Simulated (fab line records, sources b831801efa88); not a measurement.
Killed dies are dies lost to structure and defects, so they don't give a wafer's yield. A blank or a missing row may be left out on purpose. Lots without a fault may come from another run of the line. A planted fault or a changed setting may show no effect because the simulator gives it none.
Which tool did it? | flow gf180mcu | 15 lots, 45 wafers sampled, at 5 steps of a route of 602

WHAT THE GAUGES READ, wafer by wafer
GF_M3_CD_MEAS_14: target cd 280 nm. Usual: cd_nm 280.3 nm, standard deviation 1.4.
lot  | measured     | on        | cd_nm (nm)        | flag
L548 | day 21 13:08 | cd_sem-01 | 281.0 281.5 281.4 |
L549 | day 22 02:37 | cd_sem-01 | 279.8 280.7 280.7 |
L550 | day 22 10:29 | cd_sem-01 | 281.3 281.3 280.3 |
L553 | day 23 15:34 | cd_sem-02 | 277.9 277.7 278.0 |
L554 | day 24 03:47 | cd_sem-02 | 280.4 279.3 280.9 |
L555 | day 24 04:17 | cd_sem-01 | 281.9 281.7 282.3 |
L557 | day 25 04:35 | cd_sem-02 | 279.5 279.8 279.1 |
L559 | day 25 13:50 | cd_sem-02 | 281.1 281.9 280.6 |
L560 | day 25 23:02 | cd_sem-01 | 281.9 281.8 280.8 |
L562 | day 26 13:49 | cd_sem-01 | 280.3 280.8 280.8 |
L563 | day 27 04:14 | cd_sem-01 | 280.7 279.8 281.0 |
L564 | day 27 05:25 | cd_sem-01 | 280.4 280.8 280.3 |
L568 | day 28 13:43 | cd_sem-01 | 277.9 278.5 279.8 |
L569 | day 28 17:22 | cd_sem-02 | 281.0 279.8 280.8 |
L570 | day 28 18:40 | cd_sem-02 | 280.9 282.4 283.8 |

GF_V3_CD_MEAS_14: target cd 260 nm. Usual: cd_nm 259.7 nm, standard deviation 1.3.
lot  | measured     | on        | cd_nm (nm)        | flag
L548 | day 22 14:07 | cd_sem-02 | 259.5 260.7 258.6 |
L549 | day 23 03:13 | cd_sem-02 | 258.5 260.4 259.9 |
L550 | day 23 10:55 | cd_sem-02 | 259.8 259.6 260.3 |
L553 | day 24 15:01 | cd_sem-02 | 259.0 258.1 260.3 |
L554 | day 25 02:37 | cd_sem-01 | 258.3 258.7 258.3 |
L555 | day 25 02:59 | cd_sem-01 | 258.2 258.5 258.5 |
L557 | day 26 03:44 | cd_sem-02 | 259.2 260.3 260.6 |
L559 | day 26 12:10 | cd_sem-01 | 258.8 259.8 259.3 |
L560 | day 26 21:13 | cd_sem-02 | 257.8 258.9 256.7 |
L562 | day 27 11:04 | cd_sem-02 | 260.9 260.0 259.9 |
L563 | day 28 01:40 | cd_sem-01 | 260.7 261.9 262.1 |
L564 | day 28 03:25 | cd_sem-01 | 290.5 290.9 291.3 | OFF
L568 | day 29 10:04 | cd_sem-02 | 260.4 259.3 260.2 |
L569 | day 29 13:35 | cd_sem-01 | 287.6 287.7 286.9 | OFF
L570 | day 29 15:13 | cd_sem-02 | 285.3 286.2 286.1 | OFF

GF_V3_RS_MEAS_24: measures by four-point-probe. Usual: V3_W_RS 0.328 ohm/sq, standard deviation 0.0032.
lot  | measured     | on            | V3_W_RS (ohm/sq)  | flag
L548 | day 22 15:10 | film_metro-01 | 0.333 0.328 0.332 |
L549 | day 23 04:15 | film_metro-01 | 0.324 0.323 0.326 |
L550 | day 23 12:05 | film_metro-04 | 0.326 0.322 0.321 |
L553 | day 24 16:23 | film_metro-03 | 0.327 0.330 0.332 |
L554 | day 25 03:43 | film_metro-01 | 0.333 0.328 0.329 |
L555 | day 25 04:04 | film_metro-03 | 0.327 0.326 0.328 |
L557 | day 26 04:46 | film_metro-03 | 0.323 0.325 0.325 |
L559 | day 26 13:13 | film_metro-01 | 0.328 0.326 0.332 |
L560 | day 26 22:14 | film_metro-04 | 0.330 0.331 0.332 |
L562 | day 27 12:07 | film_metro-03 | 0.330 0.330 0.331 |
L563 | day 28 02:46 | film_metro-01 | 0.328 0.328 0.331 |
L564 | day 28 04:32 | film_metro-01 | 0.326 0.331 0.331 |
L568 | day 29 11:06 | film_metro-04 | 0.329 0.326 0.330 |
L569 | day 29 14:37 | film_metro-03 | 0.326 0.327 0.325 |
L570 | day 29 16:16 | film_metro-04 | 0.327 0.334 0.325 |

WHICH TOOL RAN EACH LOT (tool, then ch and the chambers of the sampled wafers, then the start)
lot  | GF_V3_SOFTBAKE_10                 | GF_V3_STRIP_18
L548 | litho_track-03 ch 0, day 22 02:00 | plasma_asher-04 ch 0,1, day 22 14:25
L549 | litho_track-02 ch 0, day 22 15:00 | plasma_asher-04 ch 0,1, day 23 03:30
L550 | litho_track-04 ch 0, day 22 23:00 | plasma_asher-04 ch 0,1, day 23 11:19
L553 | litho_track-02 ch 0, day 24 04:00 | plasma_asher-03 ch 0,1, day 24 15:18
L554 | litho_track-03 ch 0, day 24 16:00 | plasma_asher-01 ch 0,1, day 25 02:55
L555 | litho_track-02 ch 0, day 24 16:00 | plasma_asher-03 ch 0,1, day 25 03:16
L557 | litho_track-02 ch 0, day 25 17:00 | plasma_asher-03 ch 0,1, day 26 04:01
L559 | litho_track-04 ch 0, day 26 01:00 | plasma_asher-04 ch 0,1, day 26 12:28
L560 | litho_track-02 ch 0, day 26 10:00 | plasma_asher-01 ch 0,1, day 26 21:29
L562 | litho_track-04 ch 0, day 27 01:00 | plasma_asher-03 ch 0,1, day 27 11:21
L563 | litho_track-02 ch 0, day 27 15:00 | plasma_asher-04 ch 0,1, day 28 01:56
L564 | litho_track-02 ch 0, day 27 17:00 | plasma_asher-03 ch 0,1, day 28 03:43
L568 | litho_track-04 ch 0, day 29 00:00 | plasma_asher-03 ch 0,1, day 29 10:22
L569 | litho_track-02 ch 0, day 29 04:00 | plasma_asher-04 ch 0, day 29 13:51
L570 | litho_track-02 ch 0, day 29 05:00 | plasma_asher-01 ch 0,1, day 29 15:31
- GF_V3_SOFTBAKE_10: time 60 s.
- GF_V3_STRIP_18: strips in O2/N2.

WHAT THE TOOLS THEMSELVES READ (means of the sampled wafers that have a number; where no wafer has one, the mark that the record gives instead)
GF_V3_SOFTBAKE_10. Usual: heater_power_total_W 93.05 W, standard deviation 0.061; plate_temp_C 130.03 C, standard deviation 0.13; resist_line_temp_C 23.02 C, standard deviation 0.12.
lot  | tool           | heater_power_total_W (W) | plate_temp_C (C) | resist_line_temp_C (C) | flag
L548 | litho_track-03 | 93.09                    | 130.08           | 22.94                  |
L549 | litho_track-02 | 93.04                    | 129.98           | 23.21                  |
L550 | litho_track-04 | 93.03                    | 130.00           | 22.93                  |
L553 | litho_track-02 | 93.04                    | 129.92           | 23.08                  |
L554 | litho_track-03 | 92.99                    | 129.97           | 22.96                  |
L555 | litho_track-02 | 92.99                    | 129.91           | 22.99                  |
L557 | litho_track-02 | 93.06                    | 129.95           | 23.11                  |
L559 | litho_track-04 | 93.07                    | 130.07           | 23.02                  |
L560 | litho_track-02 | 93.06                    | 130.16           | 23.13                  |
L562 | litho_track-04 | 93.05                    | 130.12           | 23.08                  |
L563 | litho_track-02 | 93.02                    | 129.95           | 23.01                  |
L564 | litho_track-02 | 101.83                   | 139.25           | 22.84                  | OFF
L568 | litho_track-04 | 93.06                    | 130.04           | 23.07                  |
L569 | litho_track-02 | 101.86                   | 139.56           | 22.88                  | OFF
L570 | litho_track-02 | 101.81                   | 139.45           | 22.93                  | OFF

GF_V3_STRIP_18. Usual: drypump_motor_current_A 5.4 A, standard deviation 0.57; heater_power_w 331 W, standard deviation 23; oes_product_au 0.592 a.u., standard deviation 0.005.
lot  | tool            | drypump_motor_current_A (A) | heater_power_w (W) | oes_product_au (a.u.) | flag
L548 | plasma_asher-04 | 5.3                         | 339                | 0.596                 |
L549 | plasma_asher-04 | 5.3                         | 339                | 0.595                 |
L550 | plasma_asher-04 | 5.2                         | 339                | 0.587                 |
L553 | plasma_asher-03 | 4.9                         | 302                | 0.593                 |
L554 | plasma_asher-01 | 6.0                         | 360                | 0.592                 |
L555 | plasma_asher-03 | 4.9                         | 306                | 0.590                 |
L557 | plasma_asher-03 | 4.9                         | 309                | 0.599                 |
L559 | plasma_asher-04 | 5.2                         | 348                | 0.593                 |
L560 | plasma_asher-01 | 6.4                         | 339                | 0.590                 |
L562 | plasma_asher-03 | 5.0                         | 307                | 0.592                 |
L563 | plasma_asher-04 | 5.2                         | 344                | 0.594                 |
L564 | plasma_asher-03 | 4.9                         | 303                | 0.589                 |
L568 | plasma_asher-03 | 5.0                         | 304                | 0.595                 |
L569 | plasma_asher-04 | 5.4                         | 341                | 0.584                 |
L570 | plasma_asher-01 | 6.4                         | 342                | 0.587                 |

THE ANSWER, worked out from the rows above alone
Rule: a lot is off if the mean of its wafers that have a number lies more than 3 standard deviations from the usual mean. A lot without any number at a reading at which 4 lots or more have one is off too. The other lots that the step has rows for count as sound. The gauges are gone through in route order, then the tools' own readings, and for those a lot's mean is taken as printed above. The first step at which some lot is off is used, and at that step the reading that is off furthest; a lot without a number counts as furthest.
Off: L564, L569, L570, at GF_V3_CD_MEAS_14 (cd_nm).
A tool fits if, at a process step before that reading, it ran every lot that is off, and no sound lot after the first of them. The gauges at GF_V3_CD_MEAS_14 aren't tried: what is off there is off at GF_V3_SOFTBAKE_10 too, on other tools, and a gauge's error can't cause that. One fits: litho_track-02 at GF_V3_SOFTBAKE_10. Its last sound lot is L563 (day 27 15:00), its first lot that is off L564 (day 27 17:00): a fault that began between those two fits.
The tool's own readings at GF_V3_SOFTBAKE_10 bear it out: on the lots that are off they differ by more than 5 times the standard deviation of the sound lots' means. heater_power_total_W reads 101.83 W there against 93.04 W on the sound lots; plate_temp_C reads 139.42 C there against 130.01 C on the sound lots.

WHAT THE SIMULATOR HAD PUT IN
Process parameter drift: litho_track-02, from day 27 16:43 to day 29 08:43, at GF_V3_SOFTBAKE_10. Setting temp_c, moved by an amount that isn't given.
Lots struck among those shown: L564, L569, L570. The rule above found the same.
